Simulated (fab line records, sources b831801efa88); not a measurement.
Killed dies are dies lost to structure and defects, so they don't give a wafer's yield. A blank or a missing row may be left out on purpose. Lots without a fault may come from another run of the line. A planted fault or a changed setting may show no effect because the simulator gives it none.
Problem report in the 8D (eight disciplines) form, filled by code | flow gf180mcu | the parts of the form that need people (team, actions taken, sign-off) are left out

1. THE PROBLEM
run_length_s at GF_STI_ETCH_14 reads a mean of 90.5 s on 6 wafers of 2 lots; wafers without a fault read 131.3 s with a standard deviation of 0.45. That is -91 standard deviations from the usual mean.
The step: etches Si in HBr/Cl2/O2, target depth 360 nm, time 102.9 s.
First seen on wafer L292.1, day 3 23:30, on rie_si-01. The record holds 42 wafers of 14 lots with a number at this step. Rule for "out", or "out of limits": more than 4 standard deviations from the usual mean. The other wafers with a number count as sound.

2. WHAT IT IS AND WHAT IT IS NOT
question                    | is                     | is not
which readings at this step | run_length_s           | HBr_flow_sccm, throttle_valve_pct
which lots                  | L292, L295             | L283, L284, L285, L286, L287, L288, L289, L290, L297, L304, L305, L306
which wafers of those lots  | all that have a number | -
read on which tools         | rie_si-01              | rie_si-02
when                        | from day 3 23:30       | up to then (24 sound wafers); but 12 sound wafers of L297, L304, L305, L306 came after

3. SUSPECTS, AND WHAT RULES EACH OUT
Counting: a tool at a process step up to the reading stays a suspect if it ran every lot that is out and no sound lot after the first of them.
- rie_si-01 at GF_STI_ETCH_14 (etches Si in HBr/Cl2/O2, target depth 360 nm, time 102.9 s): kept. It ran every lot that is out, first L292 (day 3 23:30), and no sound lot after that; its last sound lot up to then is L290 (day 3 14:23). Its own readings are out on those wafers: run_length_s.
Left after counting: rie_si-01 at GF_STI_ETCH_14.

4. THE CAUSE (what the simulator had put in)
Process parameter drift: rie_si-01, from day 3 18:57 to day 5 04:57, at GF_STI_ETCH_14. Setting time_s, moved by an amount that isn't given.
Counting left only this tool.

5. THE CHAIN OF EFFECTS, in route order
Each row: a reading whose mean over the struck wafers that have a number lies more than 3 standard deviations from the usual. Only readings for which the record gives a usual standard deviation are gone through. hours: the time from each lot's start at the first step in this table that gives one to its start at this step, as a median over the lots. sigmas: the change in usual standard deviations.
hours | step            | reading                  | usual      | on struck wafers | change | sigmas
0     | GF_STI_ETCH_14  | run_length_s             | 131.3 s    | 90.5             | -40.8  | -91
0     | GF_STI_STRIP_15 | oes_product_au           | 0.381 a.u. | 0.399            | +0.018 | +3.5
0     | GF_STI_STRIP_15 | strip_time_to_endpoint_s | 3.67 s     | 4.17             | +0.50  | +11
The process steps in it:
- GF_STI_ETCH_14: etches Si in HBr/Cl2/O2, target depth 360 nm, time 102.9 s.
- GF_STI_STRIP_15: strips in O2/N2.
Later measuring or inspecting steps at which every struck wafer that the step has a row for has a number for every such reading, and none has moved that far: GF_MVSD_OVL_MEAS_07, GF_VT_IMPLANT_OVL_MEAS_18.

6. WHAT WOULD HAVE CAUGHT IT SOONER
In this record the first reading out of limits was taken at day 3 23:30, 5 hours after the fault began at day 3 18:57.
